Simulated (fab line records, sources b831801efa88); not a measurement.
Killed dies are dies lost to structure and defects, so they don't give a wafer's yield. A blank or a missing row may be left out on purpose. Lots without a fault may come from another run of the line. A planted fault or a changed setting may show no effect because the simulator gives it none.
A struck lot beside a sound one | flow sky130 | 43 steps out of a route of 708
Sound: wafers L428.2, L428.4, L428.5. Struck: wafers L444.1, L444.2, L444.4. The cause comes at the end.
At each step with rows: each side's tool, then ch and its chambers, then its first start. Under that, the readings that differ: sound wafers | struck wafers | difference of the means | sigmas: that difference in standard deviations of wafers without a fault.
alike: readings whose means differ by less than 2 such deviations, and words and numbers that are the same on both sides. not compared: withheld readings, readings that some wafer has no value for, bounds like >300 that may hide the same value, and numbers for which the record gives no deviation and whose values overlap.
The two part at a step that has a row with sigmas, a row that says differs or no value, or rows on one side only. Numbers that don't overlap but have no deviation are shown without sigmas and don't part them. A reading that every wafer of one side lacks parts them only if that side has two wafers or more.

first, 7 steps without rows for these wafers: SKY_VIA4_DEHYDRATE_04 (time 60 s); SKY_VIA4_HMDS_05 (prime time 60 s); SKY_VIA4_COAT_06 (resist thk 1140 nm); SKY_VIA4_SOFTBAKE_07 (time 60 s); SKY_VIA4_EXPOSE_08 (exposes mask VIM4, target cd 800 nm); SKY_VIA4_PEB_09; SKY_VIA4_DEVELOP_10 (develop time 60 s).
SKY_VIA4_OVL_MEAS_11:
  sound on overlay-01, day 42 14:43; struck on overlay-02, day 47 08:31
  alike: VIA4_OVL
then, 4 steps without rows for these wafers: SKY_VIA4_ETCH_12 (etches SiO2 in C4F8/O2/Ar, stops on TiN, target depth 580 nm); SKY_VIA4_STRIP_13 (strips in O2/N2); SKY_VIA4_STRIP_14 (strips in post etch residue remover, time 1200 s); SKY_VIA4_CLEAN_15 (cleans in IPA, time 180 s).
SKY_VIA4_CLEAN_16: cleans in O3/DIW.
  sound on wet_bench-02 ch 1, day 42 15:19; struck on wet_bench-02 ch 1, day 47 09:28
SKY_VIA4_SPUTTER_17: material TiN, target thk 20 nm, time 80 s.
  sound on pvd_sputter-01, day 42 15:25; struck on pvd_sputter-03, day 47 09:40
  alike: throttle_valve_pct
SKY_VIA4_CVD_18: deposits W, target thk 505 nm, time 152.14 s.
  sound on cvd_w-02 ch 1, day 42 15:28; struck on cvd_w-01 ch 0,1, day 47 09:43
  alike: heater_power_w
  not compared: since_wet_clean_h
SKY_VIA4_RS_MEAS_19: measures by four-point-probe.
  sound on film_metro-03, day 42 15:38; struck on film_metro-03, day 47 09:52
  alike: VIA4_W_RS
SKY_VIA4_THK_MEAS_20: measures by xrf.
  sound on film_metro-03, day 42 15:45; struck on film_metro-03, day 47 09:59
  alike: VIA4_W_THK
SKY_VIA4_CMP_21: polishes, stops on SiO2, t overpolish 25 s, target thk 0 nm.
  sound on cmp-01 ch 2,3, day 42 15:48; struck on cmp-02 ch 0,2,3, day 47 10:03
  alike: motor_current_A, overpolish_run_s, retaining_ring_pressure_frac, time_to_endpoint_s
then, 2 steps without rows for these wafers: SKY_METAL5_SPUTTER_00 (material Ti, target thk 15 nm, time 10 s); SKY_METAL5_SPUTTER_01 (material TiN, target thk 20 nm, time 16.7 s).
SKY_METAL5_SPUTTER_02: material AlCu, target thk 1150 nm, time 61.2 s.
  sound on pvd_sputter-03, day 42 16:09; struck on pvd_sputter-01, day 47 10:24
  alike: throttle_valve_pct
then, 2 steps without rows for these wafers: SKY_METAL5_SPUTTER_03 (material Ti, target thk 5 nm, time 3.3 s); SKY_METAL5_SPUTTER_04 (material TiN, target thk 70 nm, time 58.3 s).
SKY_METAL5_RS_MEAS_05: measures by four-point-probe.
  sound on film_metro-04, day 42 16:17; struck on film_metro-03, day 47 10:31
  alike: METAL5_ALCU_RS
SKY_METAL5_THK_MEAS_06: measures by xrf.
  sound on film_metro-04, day 42 16:24; struck on film_metro-03, day 47 10:38
  alike: METAL5_ALCU_THK
then, 8 steps without rows for these wafers: SKY_METAL5_DEHYDRATE_07 (time 60 s); SKY_METAL5_HMDS_08 (prime time 60 s); SKY_METAL5_COAT_09 (resist thk 1800 nm); SKY_METAL5_SOFTBAKE_10 (time 60 s); SKY_METAL5_EXPOSE_11 (exposes mask MM5, target cd 1600 nm); SKY_METAL5_PEB_12; SKY_METAL5_DEVELOP_13 (develop time 60 s); SKY_METAL5_DESCUM_14 (chemistry O2, time 11 s).
SKY_METAL5_METAL_ETCH_15: etches the open film in Cl2/BCl3, stops on SiO2, target depth 1260 nm, time 252 s.
  sound on rie_metal-03 ch 0,1, day 43 14:49; struck on rie_metal-02 ch 0,1, day 48 05:34
  alike: bias_w, drypump_motor_current_A, oes_product_au, rf_fwd_power_W, throttle_valve_pct
  not compared: rf_hours_counter_h
then, 5 steps without rows for these wafers: SKY_METAL5_STRIP_16 (strips in O2/N2); SKY_METAL5_STRIP_17 (strips in post etch residue remover, time 1200 s); SKY_METAL5_CLEAN_18 (cleans in IPA, time 180 s); SKY_METAL5_CLEAN_19 (cleans in O3/DIW); SKY_PASSIVATION_CVD_00 (deposits SiO2, target thk 90 nm).
SKY_PASSIVATION_THK_MEAS_01:
  sound on film_metro-01, day 43 15:40; struck on film_metro-02, day 48 06:27
  alike: PASSIVATION_CVD_00_THK
then, 1 step without rows for these wafers: SKY_PASSIVATION_CVD_02 (deposits Si3N4, target thk 540 nm).
SKY_PASSIVATION_THK_MEAS_03:
  sound on film_metro-01, day 43 15:57; struck on film_metro-03, day 48 06:44
  alike: PASSIVATION_CVD_02_THK
SKY_PAD_OPEN_PROBE_99:
  sound on prober-02, day 45 13:23; struck on prober-02, day 49 20:32
  reading                               | sound             | struck            | difference | sigmas
  defect_limited_yield (%)              | 83.7 83.3 83.9    | 72.4 72.4 74.2    | -10.6      | -5
  killed_at_M4_up                       | 3 1 3             | 49 52 44          | +46        | +29
  killed_at_other                       | 0 0 0             | 3 0 0             | +1         | +2
  killed_dies                           | 80 82 79          | 136 136 127       | +53        | +5
  killed_on_rim                         | 15 14 18          | 29 31 20          | +11        | +3
  sort_bin_3_pad_short (%)              | 0.8 1.8 1.0       | 2.6 2.2 2.4       | +1.2       | +3
  sort_bin_5_function (%)               | 10.0 9.8 10.0     | 15.9 18.3 14.8    | +6.4       | +4
  sort_bin_6_memory (%)                 | 5.5 5.1 5.1       | 9.1 7.1 8.5       | +3.0       | +2
  sort_n_pass                           | 412 410 413       | 356 356 365       | -53        | -5
  sort_yield_pct (%)                    | 83.7 83.3 83.9    | 72.4 72.4 74.2    | -10.6      | -5
  model.etest.tester.sort_n_pass        | 412 410 413       | 356 356 365       | -53        |
  model.etest.tester.sort_yield_pct (%) | 83.74 83.33 83.94 | 72.36 72.36 74.19 | -10.70     |
  model.etest.tester.sort_bin_5_pct (%) | 9.959 9.756 9.959 | 15.85 18.29 14.84 | +6.44      |
  model.etest.tester.sort_bin_3_pct (%) | 0.813 1.829 1.016 | 2.642 2.236 2.439 | +1.220     |
  alike: killed_at_M0_to_M3, killed_at_contacts, killed_at_front_end, killed_open, killed_short

WHERE THEY PART
Only at SKY_PAD_OPEN_PROBE_99, within this record.

WHY: what the simulator had put in
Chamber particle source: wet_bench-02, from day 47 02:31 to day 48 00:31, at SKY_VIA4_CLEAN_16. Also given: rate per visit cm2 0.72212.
